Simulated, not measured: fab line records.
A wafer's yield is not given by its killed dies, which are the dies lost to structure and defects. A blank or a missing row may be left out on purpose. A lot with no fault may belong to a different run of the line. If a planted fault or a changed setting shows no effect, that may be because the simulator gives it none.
One fault seen from 2 desks :: flow gf180mcu :: only its own numbers are on each desk; what lay behind them is given at the end

FOR THE TOOL OWNER'S DESK: pvdSputter-02
The tool's own readings at GF_M4_SPUTTER_02 (material AlCu, target thk 450 nm, time 23.9 s): means of the sampled wafers that have a number, for each lot that ran on this tool. A lot is out of limits, marked OUT, if its mean lies more than 4 standard deviations from the usual mean; the brackets give that distance.
Columns: A = cathodeDcPowerW at GF_M4_SPUTTER_02, usual 10600 W; B = throttleValvePct at GF_M4_SPUTTER_02, usual 30.2 %
lot: L134
first seen here: day 25 10:44
A: 10598
B: 30.7

lot: L135
first seen here: day 25 14:59
A: 10599
B: 30.7

lot: L140
first seen here: day 27 06:15
A: 11085 (+99 or more) OUT
B: 30.7
This desk's finding: out of limits on L140; first on L140, day 27 06:15 (cathodeDcPowerW at GF_M4_SPUTTER_02). L134, L135 stayed within limits.

FROM THE METROLOGY DESK
What the gauges read, lot by lot, whatever tool the lot ran on: means of the sampled wafers that have a number. A lot is out of limits, marked OUT, if its mean lies more than 4 standard deviations from the usual mean; the brackets give that distance.
Columns: A = V3_OVL at GF_V3_OVL_MEAS_15, usual -1 nm; B = V3_W_RS at GF_V3_RS_MEAS_24, usual 0.324 ohm/sq; C = M4_ALCU_RS at GF_M4_RS_MEAS_05, usual 0.0697 ohm/sq; D = M4_ALCU_THK at GF_M4_THK_MEAS_06, usual 456 nm; E = cdNm at GF_M4_CD_MEAS_14, usual 280.3 nm
lot: L126
first seen here: day 22 13:50
A: 4
B: 0.322
C: 0.0701
D: 454
E: 282.0

lot: L127
first seen here: day 22 20:02
A: -4
B: 0.326
C: 0.0703
D: 451
E: 281.7

lot: L128
first seen here: day 23 02:50
A: 4
B: 0.331
C: 0.0699
D: 454
E: 280.3

lot: L131
first seen here: day 24 09:41
A: -3
B: 0.320
C: 0.0692
D: 459
E: 279.6

lot: L133
first seen here: day 25 01:31
A: -1
B: 0.327
C: 0.0698
D: 454
E: 280.2

lot: L134
first seen here: day 25 09:10
A: -2
B: 0.323
C: 0.0700
D: 452
E: 282.3

lot: L135
first seen here: day 25 13:28
A: 0
B: 0.323
C: 0.0695
D: 459
E: 279.4

lot: L137
first seen here: day 26 04:31
A: -5
B: 0.318
C: 0.0693
D: 457
E: 278.5

lot: L140
first seen here: day 27 04:34
A: 5
B: 0.325
C: 0.0674
D: 473
E: 279.2

lot: L146
first seen here: day 29 00:10
A: 2
B: 0.327
C: 0.0713
D: 447
E: 281.5

lot: L147
first seen here: day 29 05:34
A: -7
B: 0.322
C: 0.0696
D: 457
E: 279.9

lot: L148
first seen here: day 29 13:37
A: -2
B: 0.323
C: 0.0712
D: 445
E: 281.0
This desk's finding: nothing out of limits on any of the 12 lots.

BROUGHT TOGETHER
At day 27 06:15, on L140, the tool owner's desk was in a position to raise an alarm.
Nothing out of limits was seen by the metrology desk.
The metrology desk has L140 on record, within its limits.
All the named lots went through GF_M4_SPUTTER_02 on pvdSputter-02.

WHAT THE SIMULATOR HAD PUT IN
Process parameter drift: pvdSputter-02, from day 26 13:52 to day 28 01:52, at GF_M4_SPUTTER_02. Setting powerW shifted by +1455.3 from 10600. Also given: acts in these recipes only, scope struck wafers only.
Lots struck among those shown: L140.
Hours from the fault's start to each desk's first reading out of limits: the tool owner's desk, 16.
